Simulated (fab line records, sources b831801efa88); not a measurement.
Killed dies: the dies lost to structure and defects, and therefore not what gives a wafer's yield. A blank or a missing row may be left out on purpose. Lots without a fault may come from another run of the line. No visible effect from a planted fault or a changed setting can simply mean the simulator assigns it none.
Code-filled problem report in 8D (eight disciplines) form || flow gf180mcu || the parts of the form that need people (team, actions taken, sign-off) are left out

== 1. THE PROBLEM ==
oes product au at GF_SAB_ETCH_11 reads a mean of 0.919 a.u. on 6 wafers of 2 lots; wafers without a fault read 1.003 a.u. with a standard deviation of 0.009. Relative to the usual mean, that is a shift of -9.3 standard deviations.
The step: etches SiO2 in C4F8/O2/Ar, target depth 55 nm, time 8.5 s.
Seen first at day 16 19:43 on rie diel-01, wafer L975.2. Wafers with a number at this step in the record: 18, from 6 lots. By rule, "out" or "out of limits" means more than 4 standard deviations away from the usual mean. The rest of the wafers with a number are treated as sound.

== 2. WHAT IT IS; WHAT IT IS NOT ==
{"question": "which readings at this step", "is": "oes product au", "is not": "-"}
{"question": "which lots", "is": "L975, L976", "is not": "L971, L972, L983, L990"}
{"question": "which wafers of those lots", "is": "all that have a number", "is not": "-"}
{"question": "read on which tools", "is": "rie diel-01", "is not": "rie diel-02, rie diel-04"}
{"question": "when", "is": "from day 16 19:43", "is not": "up to then (6 sound wafers); but 6 sound wafers of L983, L990 came after"}

== 3. THE SUSPECTS, EACH WITH WHAT RULES IT OUT ==
Counting: a tool stays on the suspect list if, at a process step up to the reading, it processed all lots that are out and no sound lot following the first of them.
- rie diel-01 at GF_SAB_ETCH_11 (etches SiO2 in C4F8/O2/Ar, target depth 55 nm, time 8.5 s): kept. All lots that are out passed through it, beginning with L975 at day 16 19:43, and no sound lot followed; its final sound lot before that point was L972 at day 15 16:02. Its own readings are out on those wafers: oes product au.
The count leaves rie diel-01 at GF_SAB_ETCH_11.

== 4. THE CAUSE (what the simulator had put in) ==
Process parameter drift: rie diel-01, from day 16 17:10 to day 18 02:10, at GF_SAB_ETCH_11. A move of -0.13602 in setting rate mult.
The count eliminated every tool but this one.

== 5. THE EFFECT CHAIN, in route order ==
One row per reading whose mean, taken over the struck wafers that have a number, lies over 3 standard deviations from the usual. Scope: only readings with a usual standard deviation given in the record; hours: median across lots of the time from each lot's start at the first step in this table that gives one to its start at this step; sigmas: change in usual standard deviations.
{"hours": 0, "step": "GF_SAB_ETCH_11", "reading": "oes product au", "usual": "1.003 a.u.", "on struck wafers": 0.919, "change": -0.084, "sigmas": -9.3}
Its process steps:
- GF_SAB_ETCH_11: etches SiO2 in C4F8/O2/Ar, target depth 55 nm, time 8.5 s.

== 6. HOW IT WOULD HAVE BEEN CAUGHT EARLIER ==
In this record no reading fell out of limits until day 16 19:43, 3 hours after the fault had begun at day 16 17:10.
